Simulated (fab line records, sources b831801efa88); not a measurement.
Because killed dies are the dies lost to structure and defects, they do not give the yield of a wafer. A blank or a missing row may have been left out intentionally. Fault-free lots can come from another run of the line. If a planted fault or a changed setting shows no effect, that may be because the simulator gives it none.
What tool caused it? + flow gf180mcu + 6 lots, 18 wafers sampled, at 3 steps of a route of 602

== WHAT THE GAUGES READ, wafer by wafer ==
GF_MVSD_OVL_MEAS_07.
| lot  | measured    | on         | MVSD_OVL (nm)  |
|------|-------------|------------|----------------|
| L192 | day 4 18:17 | overlay-01 | -0.4 -1.9 -1.6 |
| L194 | day 5 04:09 | overlay-02 | 0.3 1.1 1.0    |
| L196 | day 5 13:59 | overlay-01 | 0.5 -0.5 -0.9  |
| L203 | day 7 07:11 | overlay-01 | 0.4 2.1 0.1    |
| L210 | day 9 01:01 | overlay-01 | -1.6 -0.7 -2.5 |
| L212 | day 9 20:50 | overlay-01 | -0.5 0.1 -0.7  |

== TOOL THAT RAN EACH LOT (tool first, then ch and the chambers of the sampled wafers, then the start) ==
| lot  | GF_STI_ETCH_14                  | GF_STI_WET_ETCH_26             |
|------|---------------------------------|--------------------------------|
| L192 | rie_si-01 ch 0,1,3, day 2 09:26 | wet_bench-03 ch 0, day 2 11:53 |
| L194 | rie_si-02 ch 0,2, day 2 17:52   | wet_bench-03 ch 0, day 2 20:01 |
| L196 | rie_si-01 ch 0,1,3, day 3 03:14 | wet_bench-03 ch 2, day 3 05:23 |
| L203 | rie_si-01 ch 0,1,2, day 4 15:50 | wet_bench-04 ch 3, day 4 17:58 |
| L210 | rie_si-01 ch 0,1,2, day 6 04:25 | wet_bench-01 ch 3, day 6 06:35 |
| L212 | rie_si-01 ch 2,3, day 6 14:38   | wet_bench-01 ch 3, day 6 20:53 |
- GF_STI_ETCH_14: etches Si in HBr/Cl2/O2, target depth 360 nm, time 102.9 s.
- GF_STI_WET_ETCH_26: etches SiO2 in dHF, target depth 94 nm, time 188 s.

== THE ANSWER, worked out from the rows above alone ==
Rule: the usual values come from the lots themselves. The widest of any qualifying gaps counts: lots, ordered by their means at a reading, are off when they make up no more than a third of the lots, leave a main group of 4 or more, and stand apart from it by 3 or more times the standard deviation of that group's means. A main group is skipped when, at the precision printed for the reading in the tables above, its means are all equal. A lot without any number at a reading at which 4 lots or more have one is off too. Any other lot the step has rows for is counted as sound.
Nothing can be told from this: no lot is off at any reading shown.

== WHAT WAS PUT IN BY THE SIMULATOR ==
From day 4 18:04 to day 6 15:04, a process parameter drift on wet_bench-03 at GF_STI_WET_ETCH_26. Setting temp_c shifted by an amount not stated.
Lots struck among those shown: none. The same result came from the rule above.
